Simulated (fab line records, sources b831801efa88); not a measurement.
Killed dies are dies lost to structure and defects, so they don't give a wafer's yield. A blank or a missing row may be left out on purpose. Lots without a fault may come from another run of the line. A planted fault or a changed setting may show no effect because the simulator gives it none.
A struck lot beside a sound one | flow sky130 | 16 steps out of a route of 708
Sound: wafers L274.3, L274.5, L274.6. Struck: wafers L272.2, L272.3, L272.6. The cause comes at the end.
At each step with rows: each side's tool, then ch and its chambers, then its first start. Under that, the readings that differ: sound wafers | struck wafers | difference of the means | sigmas: that difference in standard deviations of wafers without a fault.
alike: readings whose means differ by less than 2 such deviations, and words and numbers that are the same on both sides. not compared: withheld readings, readings that some wafer has no value for, bounds like >300 that may hide the same value, and numbers for which the record gives no deviation and whose values overlap.
The two part at a step that has a row with sigmas, a row that says differs or no value, or rows on one side only. Numbers that don't overlap but have no deviation are shown without sigmas and don't part them. A reading that every wafer of one side lacks parts them only if that side has two wafers or more.

SKY_VIA1_ETCH_14: etches BARC in N2/H2, stops on SiO2, time 45.9 s, target depth 60 nm.
  sound on rie_diel-01 ch 1,2, day 40 01:04; struck on rie_diel-03 ch 0,1,2, day 39 15:10
  alike: drypump_motor_current_A, oes_product_au, throttle_valve_pct
  not compared: rf_hours_counter_h
then, 6 steps without rows for these wafers: SKY_VIA1_ETCH_15 (etches SiO2 in C4F8/O2/Ar, stops on TiN, target depth 351 nm, time 54 s); SKY_VIA1_STRIP_16 (strips in O2/N2); SKY_VIA1_STRIP_17 (strips in post etch residue remover, time 1200 s); SKY_VIA1_CLEAN_18 (cleans in IPA, time 180 s); SKY_VIA1_CLEAN_19 (cleans in O3/DIW); SKY_VIA1_SPUTTER_20 (material TiN, target thk 20 nm, time 80 s).
SKY_VIA1_CVD_21: deposits W, target thk 270 nm, time 80.902 s.
  sound on cvd_w-02 ch 0,1, day 40 01:52; struck on cvd_w-02 ch 0,1, day 39 15:55
  alike: chamber_pressure_Torr, heater_power_w
SKY_VIA1_RS_MEAS_22: measures by four-point-probe.
  sound on film_metro-02, day 40 01:58; struck on film_metro-04, day 39 16:02
  alike: VIA1_W_RS
SKY_VIA1_THK_MEAS_23: measures by xrf.
  sound on film_metro-02, day 40 02:04; struck on film_metro-04, day 39 16:08
  alike: VIA1_W_THK
SKY_VIA1_CMP_24: polishes, stops on SiO2, t overpolish 15 s, target thk 0 nm.
  sound on cmp-01 ch 0,3, day 40 02:07; struck on cmp-02 ch 1,3, day 39 16:14
  alike: head_pressure_psi, motor_current_A, overpolish_run_s, time_to_endpoint_s
SKY_METAL2_SPUTTER_00: material Ti, target thk 15 nm, time 10 s.
  sound on pvd_sputter-04, day 40 02:25; struck on pvd_sputter-02, day 39 16:29
  alike: cathode_dc_power_W, chamber_pressure_pa, throttle_valve_pct
SKY_METAL2_SPUTTER_01: material TiN, target thk 20 nm, time 16.7 s.
  sound on pvd_sputter-04, day 40 02:26; struck on pvd_sputter-02, day 39 16:31
  no value came back on the struck wafers for cathode_dc_power_W (W), chamber_pressure_pa (Pa), throttle_valve_pct (%); on the sound wafers cathode_dc_power_W (W) reads 6500.2 6499.5 6498.6
then, 2 steps without rows for these wafers: SKY_METAL2_SPUTTER_02 (material AlCu, target thk 250 nm, time 13.3 s); SKY_METAL2_SPUTTER_03 (material Ti, target thk 5 nm, time 3.3 s).
SKY_METAL2_SPUTTER_04: material TiN, target thk 70 nm, time 58.3 s.
  sound on pvd_sputter-04, day 40 02:30; struck on pvd_sputter-02, day 39 16:35
  alike: cathode_dc_power_W, chamber_pressure_pa, throttle_valve_pct

WHERE THEY PART
Only at SKY_METAL2_SPUTTER_01, within this record. Later steps at which nothing parts them and some readings are alike: SKY_METAL2_SPUTTER_04.

WHY: what the simulator had put in
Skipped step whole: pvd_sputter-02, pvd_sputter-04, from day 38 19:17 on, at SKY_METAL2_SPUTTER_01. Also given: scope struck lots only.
